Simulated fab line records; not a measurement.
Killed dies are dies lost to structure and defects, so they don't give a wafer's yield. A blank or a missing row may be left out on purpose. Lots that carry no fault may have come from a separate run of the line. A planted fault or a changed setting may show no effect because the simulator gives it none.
The tool behind it: which one? | flow gf180mcu | 12 lots, 36 wafers sampled, at 6 steps of a route of 602

== WHAT THE GAUGES SHOWED, per wafer ==
GF_V2_RS_MEAS_24: uses a four-point probe to measure. Usual: V2_W_RS typically reads 0.330 ohm/sq, with standard deviation 0.0039.
lot  | measured     | on            | V2_W_RS (ohm/sq)  | flag
L991 | day 20 02:49 | film metro-01 | 0.328 0.327 0.325 |
L992 | day 20 08:29 | film metro-01 | 0.330 0.337 0.326 |
L993 | day 21 01:06 | film metro-03 | 0.338 0.328 0.328 |
L995 | day 21 19:36 | film metro-04 | 0.323 0.326 0.329 |
L996 | day 22 04:23 | film metro-01 | 0.333 0.327 0.327 |
L999 | day 23 17:19 | film metro-04 | 0.328 0.335 0.332 |
L103 | day 24 22:52 | film metro-01 | 0.326 0.341 0.335 |
L107 | day 26 00:56 | film metro-01 | 0.328 0.328 0.333 |
L108 | day 26 05:35 | film metro-01 | 0.326 0.326 0.330 |
L111 | day 27 04:58 | film metro-01 | 0.331 0.330 0.334 |
L112 | day 27 13:37 | film metro-01 | 0.330 0.329 0.331 |
L114 | day 28 02:05 | film metro-03 | 0.334 0.334 0.332 |

GF_V3_THK_MEAS_03. Usual: V3_CVD_02_THK typically reads 846 nm, with standard deviation 12.
lot  | measured     | on            | V3_CVD_02_THK (nm) | flag
L991 | day 21 04:23 | film metro-04 | 843 843 848        |
L992 | day 21 09:42 | film metro-02 | 830 849 848        |
L993 | day 22 02:02 | film metro-02 | 832 850 848        |
L995 | day 22 20:52 | film metro-02 | 837 833 831        |
L996 | day 23 04:56 | film metro-03 | 848 849 864        |
L999 | day 24 16:59 | film metro-04 | 842 854 854        |
L103 | day 25 22:03 | film metro-04 | 654 861 863        | OFF
L107 | day 26 23:18 | film metro-04 | 813 822 824        |
L108 | day 27 03:33 | film metro-03 | 841 843 856        |
L111 | day 28 02:23 | film metro-03 | 856 832 868        |
L112 | day 28 10:46 | film metro-02 | 843 823 838        |
L114 | day 28 23:20 | film metro-04 | 817 849 861        |

GF_V3_CD_MEAS_14 targets a cd of 260 nm. Usual: cd nm 259.7 nm, standard deviation 1.2.
lot  | measured     | on        | cd nm (nm)        | flag
L991 | day 22 04:52 | cd sem-01 | 261.5 260.6 261.6 |
L992 | day 22 09:52 | cd sem-01 | 257.8 257.9 257.7 |
L993 | day 23 01:59 | cd sem-02 | 259.1 258.8 260.2 |
L995 | day 23 19:47 | cd sem-01 | 258.1 257.8 257.7 |
L996 | day 24 04:22 | cd sem-01 | 259.2 259.2 258.4 |
L999 | day 25 15:35 | cd sem-01 | 259.2 259.6 261.2 |
L103 | day 26 20:03 | cd sem-01 | 260.5 260.0 260.8 |
L107 | day 27 19:35 | cd sem-01 | 259.1 259.1 259.6 |
L108 | day 28 00:14 | cd sem-02 | 259.5 259.3 259.7 |
L111 | day 28 22:10 | cd sem-01 | 260.5 260.3 260.4 |
L112 | day 29 06:16 | cd sem-01 | 260.9 258.6 259.3 |
L114 | day 29 18:24 | cd sem-02 | 260.9 260.1 259.0 |

== TOOL THAT RAN EACH LOT (tool first, then ch and the chambers of the sampled wafers, then the start) ==
lot  | GF_M3_SPUTTER_00             | GF_V3_CVD_02                    | GF_V3_CMP_04
L991 | pvd sputter-04, day 20 03:17 | pecvd-04 ch 0,1, day 21 04:19   | cmp-01 ch 2,3, day 21 04:26
L992 | pvd sputter-03, day 20 08:58 | pecvd-04 ch 0,1, day 21 09:38   | cmp-02 ch 2,3, day 21 09:46
L993 | pvd sputter-03, day 21 01:35 | pecvd-04 ch 1,2, day 22 01:58   | cmp-01 ch 0,1,3, day 22 02:11
L995 | pvd sputter-03, day 21 20:04 | pecvd-03 ch 0,2, day 22 20:47   | cmp-01 ch 0,1,3, day 22 20:55
L996 | pvd sputter-03, day 22 04:52 | pecvd-03 ch 0,1,2, day 23 04:52 | cmp-02 ch 0,2, day 23 04:59
L999 | pvd sputter-03, day 23 17:47 | pecvd-03 ch 0,1,2, day 24 16:55 | cmp-01 ch 1,2, day 24 17:02
L103 | pvd sputter-02, day 24 23:18 | pecvd-03 ch 0,2, day 25 21:58   | cmp-02 ch 0,3, day 25 22:05
L107 | pvd sputter-02, day 26 01:32 | pecvd-04 ch 0,1, day 26 23:13   | cmp-02 ch 0,1,3, day 26 23:21
L108 | pvd sputter-04, day 26 06:03 | pecvd-04 ch 0,1,2, day 27 03:28 | cmp-02 ch 0,1, day 27 03:39
L111 | pvd sputter-02, day 27 05:27 | pecvd-01 ch 0,1,2, day 28 02:19 | cmp-02 ch 1,2,3, day 28 02:33
L112 | pvd sputter-04, day 27 14:06 | pecvd-04 ch 0,1, day 28 10:41   | cmp-02 ch 0,2,3, day 28 10:55
L114 | pvd sputter-03, day 28 02:32 | pecvd-04 ch 0,1,2, day 28 23:15 | cmp-02 ch 2,3, day 28 23:23
- GF_M3_SPUTTER_00: material Ti, target thk 37.5 nm, time 150 s.
- GF_V3_CVD_02: deposits SiO2 from TEOS, target thk 850 nm, time 94.851 s.
- GF_V3_CMP_04: polishes SiO2.

== WHAT THE TOOLS THEMSELVES READ (means of the sampled wafers that have a number; where no wafer has one, the mark that the record gives instead) ==
GF_M3_SPUTTER_00. Usual: substrate temp c 200.00 C, standard deviation 0.16; throttle valve pct 29.5 %, standard deviation 0.66.
lot  | tool           | substrate temp c (C) | throttle valve pct (%) | flag
L991 | pvd sputter-04 | 199.97               | 29.9                   |
L992 | pvd sputter-03 | 199.96               | 29.3                   |
L993 | pvd sputter-03 | 200.09               | 29.0                   |
L995 | pvd sputter-03 | 200.14               | 29.2                   |
L996 | pvd sputter-03 | 199.97               | 28.9                   |
L999 | pvd sputter-03 | 199.92               | 29.3                   |
L103 | pvd sputter-02 | 199.83               | 30.3                   |
L107 | pvd sputter-02 | 200.05               | 29.7                   |
L108 | pvd sputter-04 | 200.23               | 29.9                   |
L111 | pvd sputter-02 | 200.15               | 28.9                   |
L112 | pvd sputter-04 | 200.01               | 30.1                   |
L114 | pvd sputter-03 | 199.82               | 29.3                   |

GF_V3_CVD_02. Usual: heater power w 656 W, standard deviation 97.
lot  | tool     | heater power w (W) | flag
L991 | pecvd-04 | 692                |
L992 | pecvd-04 | 676                |
L993 | pecvd-04 | 590                |
L995 | pecvd-03 | 634                |
L996 | pecvd-03 | 633                |
L999 | pecvd-03 | 642                |
L103 | pecvd-03 | 656                |
L107 | pecvd-04 | 683                |
L108 | pecvd-04 | 595                |
L111 | pecvd-01 | 710                |
L112 | pecvd-04 | 700                |
L114 | pecvd-04 | 660                |

GF_V3_CMP_04. Usual: edge zone pressure frac 1.000, standard deviation 0.0053; motor current A 11.4 A, standard deviation 1.1; slurry flow ml min 149.9, standard deviation 0.43; time to endpoint s 78 s, standard deviation 5.4.
lot  | tool   | edge zone pressure frac | motor current A (A) | slurry flow ml min | time to endpoint s (s) | flag
L991 | cmp-01 | 0.998                   | 11.8                | 150.3              | 80                     |
L992 | cmp-02 | 0.998                   | 11.9                | 149.7              | 76                     |
L993 | cmp-01 | 1.003                   | 12.2                | 149.7              | 74                     |
L995 | cmp-01 | 0.998                   | 12.1                | 150.2              | 75                     |
L996 | cmp-02 | 0.994                   | 11.9                | 150.1              | 80                     |
L999 | cmp-01 | 1.004                   | 12.3                | 149.8              | 82                     |
L103 | cmp-02 | 1.001                   | 10.3                | 150.2              | 60                     | OFF
L107 | cmp-02 | 1.000                   | 10.5                | 150.1              | 72                     |
L108 | cmp-02 | 0.996                   | 10.1                | 150.2              | 82                     |
L111 | cmp-02 | 0.997                   | 11.7                | 150.2              | 79                     |
L112 | cmp-02 | 1.003                   | 11.2                | 150.3              | 76                     |
L114 | cmp-02 | 1.004                   | 11.5                | 149.7              | 76                     |

== THE ANSWER, worked out from the rows above alone ==
Rule: take the mean of a lot's wafers that have a number; if it is more than 3 standard deviations from the usual mean, the lot is off. Also off: a lot with no number at a reading for which 4 or more lots have one. Any other lot the step has rows for is counted as sound. After the gauges, taken in route order, come the tools' own readings; for these a lot's mean is taken, as printed above. At the first step where some lot is off, the reading lying furthest off is the one used; lots without a number count as furthest.
Off: L103, at GF_V3_THK_MEAS_03 (V3_CVD_02_THK).
A tool fits if, at a process step before that reading, it ran every lot that is off, and no sound lot after the first of them. The gauges at GF_V3_THK_MEAS_03 aren't tried: what is off there is off at GF_V3_CMP_04 too, on other tools, and a gauge's error can't cause that. One fits: GF_V3_CVD_02 on pecvd-03. Its last sound lot is L999 (day 24 16:55), its first lot that is off L103 (day 25 21:58): a fault that began between those two fits.

== WHAT THE SIMULATOR HAD INSERTED ==
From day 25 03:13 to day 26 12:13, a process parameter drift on pecvd-03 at GF_V3_CVD_02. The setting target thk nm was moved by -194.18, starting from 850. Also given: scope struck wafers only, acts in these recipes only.
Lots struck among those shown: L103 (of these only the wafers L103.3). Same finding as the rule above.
